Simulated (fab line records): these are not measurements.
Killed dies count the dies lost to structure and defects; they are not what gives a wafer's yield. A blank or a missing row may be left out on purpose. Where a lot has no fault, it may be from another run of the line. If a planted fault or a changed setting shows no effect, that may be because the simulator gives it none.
A struck lot beside a sound one | flow sky130 | 16 steps out of a route of 708
Sound: these wafers, L165.1, L165.5, L165.6. Struck: wafers L167.2, L167.3, L167.5. The cause is named last.
Per side, at each step with rows, come the tool, then ch with its chambers, and then its first start. Under that, the readings that differ: sound wafers | struck wafers | difference of the means | sigmas: that difference in standard deviations of wafers without a fault.
alike: same words and numbers on both sides, and readings whose means sit less than 2 such deviations apart. not compared: any withheld reading, any reading some wafer has no value for, any bound like >300 that may hide the same value, and any number with overlapping values for which the record gives no deviation.
A row with sigmas, a row that says differs or no value, or rows on one side alone: a step with any of these is where the two part. When numbers do not overlap yet have no deviation, they are printed without sigmas and do not part them. Lack of a reading on every wafer of one side parts them only where that side has two or more wafers.

first, 7 steps without rows for these wafers: SKY_METAL4_HMDS_06 (prime time 60 s); SKY_METAL4_COAT_07 (resist thk 60 nm); SKY_METAL4_COAT_08 (resist thk 1140 nm); SKY_METAL4_SOFTBAKE_09 (time 90 s); SKY_METAL4_EXPOSE_10 (exposes mask MM4, target cd 300 nm); SKY_METAL4_PEB_11; SKY_METAL4_DEVELOP_12 (develop time 60 s).
SKY_METAL4_CD_MEAS_13: target cd 300 nm.
  sound on cd_sem-01 at day 43 00:46; struck on cd_sem-02 at day 43 23:22
  alike: cd_nm
SKY_METAL4_OVL_MEAS_14:
  sound on overlay-02 at day 43 00:53; struck on overlay-02 at day 43 23:28
  alike: METAL4_OVL
SKY_METAL4_DESCUM_15: chemistry O2, time 8 s.
  sound on rie_metal-04 ch 0,1, day 43 00:55; struck on rie_metal-01 ch 0,1, day 43 23:30
  reading                     | sound       | struck      | difference | sigmas
  drypump_motor_current_A (A) | 5.4 5.4 6.0 | 6.4 6.5 6.5 | +0.9       | +2
  alike: oes_product_au, rf_fwd_power_W
  not compared: rf_hours_counter_h
SKY_METAL4_ETCH_16: etches BARC in N2/H2, stops on SiO2, time 88.2 s, target depth 60 nm.
  sound on rie_metal-04 ch 0,1, day 43 00:56; struck on rie_metal-01 ch 0,1, day 43 23:32
  reading                     | sound       | struck      | difference | sigmas
  drypump_motor_current_A (A) | 5.4 5.3 5.9 | 6.4 6.5 6.5 | +0.9       | +2
  alike: n2_flow_sccm, oes_product_au, rf_fwd_power_W, throttle_valve_pct
  not compared: rf_hours_counter_h
SKY_METAL4_ETCH_17: etches SiO2 in C4F8/O2/Ar, stops on TiN, time 3.9 s, target depth 15 nm.
  sound on rie_diel-04 ch 0,1, day 43 01:02; struck on rie_diel-04 ch 1,2,3, day 43 23:38
  alike: oes_product_au, rf_fwd_power_W
SKY_METAL4_METAL_ETCH_18: etches the open film in Cl2/BCl3, stops on SiO2, target depth 845 nm, time 183.1 s.
  sound on rie_metal-01 ch 0,1, day 43 01:04; struck on rie_metal-04 ch 0, day 43 23:43
  reading                                       | sound             | struck            | difference | sigmas
  drypump_motor_current_A (A)                   | 6.4 6.4 6.5       | 5.4 5.4 5.4       | -1.0       | -3
  model.KrF-thick_of_METAL4_COAT_08.thk_nm (nm) | 539.4 540.6 515.3 | 612.1 603 600.2   | +73.3      |
  model.METAL4.cd_nm (nm)                       | 302.3 301.9 303.6 | 317.5 318.5 318.4 | +15.5      |
  model.SiO2_of_VIA3_HDPCVD_00.thk_nm (nm)      | 437.4 435 433.2   | 439.7 439.9 438.2 | +4.1       |
  alike: oes_product_au, rf_fwd_power_W, throttle_valve_pct
  not compared: rf_hours_counter_h
SKY_METAL4_STRIP_19: strips in O2/N2.
  sound on plasma_asher-04 ch 0,1, day 43 01:14; struck on plasma_asher-01 ch 0,1, day 44 00:00
  reading                      | sound             | struck            | difference | sigmas
  oes_product_au (a.u.)        | 0.501 0.505 0.499 | 0.537 0.535 0.535 | +0.034     | +6
  strip_time_to_endpoint_s (s) | 6.65 6.66 6.42    | 7.39 7.29 7.25    | +0.73      | +10
  alike: drypump_motor_current_A, n2_flow_sccm
  not compared: rf_hours_counter_h
then, 1 step without rows for these wafers: SKY_METAL4_STRIP_20 (strips in post etch residue remover, time 1200 s).
-- the record jumps here: 4 days lie between the struck wafers' starts before and after (it left off in module METAL4 and takes up again in module PAD_OPEN, whose first step shown is number 708 of the route) --
SKY_PAD_OPEN_PROBE_99:
  sound on prober-01 at day 46 21:05; struck on prober-02 at day 47 17:40
  reading                        | sound             | struck            | difference | sigmas
  model.etest.met4.width_nm (nm) | 300.8 301.3 302.6 | 319.1 313.8 316.7 | +15.0      |
  not compared: model.etest.met4_comb.leak_log10_a_um

== WHERE THEY PART ==
Earliest at SKY_METAL4_DESCUM_15; latest, in this record, at SKY_METAL4_STRIP_19.

WHY: what had been put in by the simulator
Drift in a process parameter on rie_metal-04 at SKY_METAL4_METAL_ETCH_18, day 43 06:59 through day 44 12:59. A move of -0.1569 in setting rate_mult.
